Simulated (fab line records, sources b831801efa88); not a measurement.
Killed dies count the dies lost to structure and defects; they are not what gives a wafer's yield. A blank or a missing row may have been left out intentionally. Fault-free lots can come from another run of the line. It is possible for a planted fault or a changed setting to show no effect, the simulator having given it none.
Chamber matching | flow sfq_line | cmp-02 running SFQ_TRILAYER_I0_CMP_CMP_028: 4 sister chambers
The step polishes SiO2. 14 wafers are shown with their chamber, then 7 later ones without.

EACH WAFER AND ITS CHAMBER
wafer  | chamber | motor_current_A (A) | time_to_endpoint_s (s) | platen_rpm (rpm)
L182.1 | 3       | 10.7                | 197                    | 59.98
L182.2 | 0       | 10.0                | 200                    | 59.95
L182.6 | 3       | 10.4                | 192                    | 59.93
L183.2 | 1       | 9.2                 | 218                    | 59.99
L183.3 | 0       | 10.2                | 215                    | 60.02
L183.6 | 1       | 9.3                 | 222                    | 59.99
L189.3 | 3       | 10.8                | 198                    | 60.04
L189.5 | 1       | 9.3                 | 215                    | 60.00
L189.6 | 2       | 9.8                 | 223                    | 60.01
L192.3 | 3       | 10.9                | 195                    | 60.00
L192.4 | 0       | 9.7                 | 220                    | 59.98
L192.6 | 3       | 10.7                | 204                    | 59.96
L196.1 | 0       | 10.3                | 207                    | 59.98
L196.3 | 3       | 11.7                | 189                    | 60.02

SIGNATURES (means of the wafers above)
reading            | chamber 0 | chamber 1 | chamber 2 | chamber 3 | scatter within a chamber
motor_current_A    | 10.050    | 9.267     | 9.800     | 10.867    | 0.345
time_to_endpoint_s | 210.50    | 218.33    | 223.00    | 195.83    | 6.26
platen_rpm         | 59.9825   | 59.9933   | 60.0100   | 59.9883   | 0.0326
Rule: a wafer's distance from a chamber is the root of the sum, over the readings, of the square of ((its reading less the chamber's mean) divided by the reading's scatter). If the next closest chamber is less than 2 further off than the closest, the wafer can't be placed; otherwise it belongs to the closest. The scatter: the root of (the sum of the squares of (reading less its chamber's mean) over the shown wafers, divided by (wafers less chambers)).

WAFERS WITH NO CHAMBER GIVEN
wafer  | motor_current_A (A) | time_to_endpoint_s (s) | platen_rpm (rpm)
L196.4 | 9.6                 | 220                    | 60.00
L201.2 | 10.8                | 205                    | 60.07
L201.4 | 9.8                 | 213                    | 59.99
L201.6 | 9.5                 | 222                    | 59.99
L203.4 | 9.8                 | 206                    | 60.02
L203.1 | 9.6                 | 205                    | 60.02
L203.5 | 10.7                | 195                    | 60.06

WHICH CHAMBER EACH WENT THROUGH
wafer  | from the rows above          | in truth
L196.4 | can't be placed: 2 or 1 or 0 | 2
L201.2 | can't be placed: 3 or 0 or 2 | 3
L201.4 | can't be placed: 0 or 2 or 1 | 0
L201.6 | can't be placed: 1 or 2 or 0 | 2
L203.4 | can't be placed: 0 or 1 or 2 | 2
L203.1 | can't be placed: 0 or 1 or 2 | 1
L203.5 | can't be placed: 3 or 0      | 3
Placed correctly: 0 of 7. These rows do not allow placing 7 (true chamber among the candidates in 7). Number placed wrongly: 0.
